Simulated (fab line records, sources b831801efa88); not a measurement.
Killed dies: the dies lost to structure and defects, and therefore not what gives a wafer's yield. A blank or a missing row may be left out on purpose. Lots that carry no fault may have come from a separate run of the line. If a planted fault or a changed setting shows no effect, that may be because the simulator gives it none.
8D (eight disciplines) problem report, filled in by code	flow sfqLine	the parts of the form that need people (team, actions taken, sign-off) are left out

## 1. THE PROBLEM
Mean of oesProductAu at SFQ_TRILAYER_M5_ETCH_METAL_ETCH_126: 0.377 a.u. across 9 wafers in 3 lots; on wafers with no fault it is 0.728 a.u. (standard deviation 0.0062). Relative to the usual mean, that is a shift of -57 standard deviations.
The step: etches Nb in Cl2/BCl3, stops on SiO2, time 203.2 s, target depth 265 nm.
Earliest sighting: wafer L487.2 on rieMetal-03 at day 53 05:43. Wafers with a number at this step in the record: 45, from 15 lots. Rule for "out", or "out of limits": more than 4 standard deviations from the usual mean. The rest of the wafers with a number are treated as sound.

## 2. WHAT IT IS, WHAT IT ISN'T
question	is	is not
which readings at this step	oesProductAu	biasW, chamberPressureMTorr, drypumpMotorCurrentA
which lots	L487, L488, L489	L472, L473, L474, L478, L479, L480, L483, L484, L485, L490, L493, L494
which wafers of those lots	all that have a number	-
read on which tools	rieMetal-03	rieMetal-01, rieMetal-02
when	from day 53 05:43	up to then (27 sound wafers); but 9 sound wafers of L490, L493, L494 came after

## 3. THE SUSPECTS, EACH WITH WHAT RULES IT OUT
Counting: any tool at a process step up to the reading is kept as a suspect provided that every lot that is out went through it and no sound lot did after the first of them.
- rieMetal-02 at SFQ_TRILAYER_M1_STRIP_STRIP_043 (strips in O2): kept. All lots that are out passed through it, beginning with L487 at day 18 19:02, and no sound lot followed; its final sound lot before that point was L485 at day 18 12:13.
- rieMetal-03 at SFQ_TRILAYER_M5_BARC_OPEN_METAL_ETCH_161 (etches BARC in O2, target depth 125 nm, time 41.7 s): ruled out as a lasting fault. After its first lot that is out, L487 (day 53 05:39), sound lots L494 ran on it.
- rieMetal-03 at SFQ_TRILAYER_M5_ETCH_METAL_ETCH_126 (etches Nb in Cl2/BCl3, stops on SiO2, time 203.2 s, target depth 265 nm): ruled out as a lasting fault. After its first lot that is out, L487 (day 53 05:43), sound lots L494 ran on it.
After counting, what remains is rieMetal-02 at SFQ_TRILAYER_M1_STRIP_STRIP_043.

## 4. THE CAUSE (what the simulator had put in)
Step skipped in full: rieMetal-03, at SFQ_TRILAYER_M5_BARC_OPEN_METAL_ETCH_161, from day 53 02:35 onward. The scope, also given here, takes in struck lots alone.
Counting ruled it out, wrongly.

## 5. THE EFFECT CHAIN, in route order
Each row: a reading whose mean over the struck wafers that have a number lies more than 3 standard deviations from the usual. Readings are gone through only where the record gives a usual standard deviation; hours: the median, over the lots, of the time from a lot's start at the first step in this table giving one to that lot's start at this step; sigmas: the change measured in usual standard deviations.
hours	step	reading	usual	on struck wafers	change	sigmas
0	SFQ_TRILAYER_M5_ETCH_METAL_ETCH_126	oesProductAu	0.728 a.u.	0.377	-0.351	-57
Here are the process steps it includes:
- SFQ_TRILAYER_M5_ETCH_METAL_ETCH_126: etches Nb in Cl2/BCl3, stops on SiO2, time 203.2 s, target depth 265 nm.
Readings that are blank on the struck wafers while sound wafers have them: biasW at SFQ_TRILAYER_M5_BARC_OPEN_METAL_ETCH_161; chamberPressureMTorr at SFQ_TRILAYER_M5_BARC_OPEN_METAL_ETCH_161; drypumpMotorCurrentA at SFQ_TRILAYER_M5_BARC_OPEN_METAL_ETCH_161; oesProductAu at SFQ_TRILAYER_M5_BARC_OPEN_METAL_ETCH_161; exposureDoseMJCm2 at SFQ_TRILAYER_R5_LITHO_EXPOSE_137; focusOffsetNm at SFQ_TRILAYER_R5_LITHO_EXPOSE_137; reticleTempC at SFQ_TRILAYER_R5_LITHO_EXPOSE_137; stageVelMmS at SFQ_TRILAYER_R5_LITHO_EXPOSE_137.
Later steps that measure or inspect, where all struck wafers having a row at the step show a number for every such reading and not one has moved that far: SFQ_R5_RS_MEAS_933, SFQ_M6_OVL_MEAS_940.

## 6. WHAT WOULD HAVE CAUGHT IT SOONER
In this record no reading fell out of limits until day 53 05:43, 3 hours after the fault had begun at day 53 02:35.
At SFQ_TRILAYER_M5_BARC_OPEN_METAL_ETCH_161 the tool's readings are blank on the struck wafers, where sound wafers have them: an empty tool record is the first sign, and it was there at once.
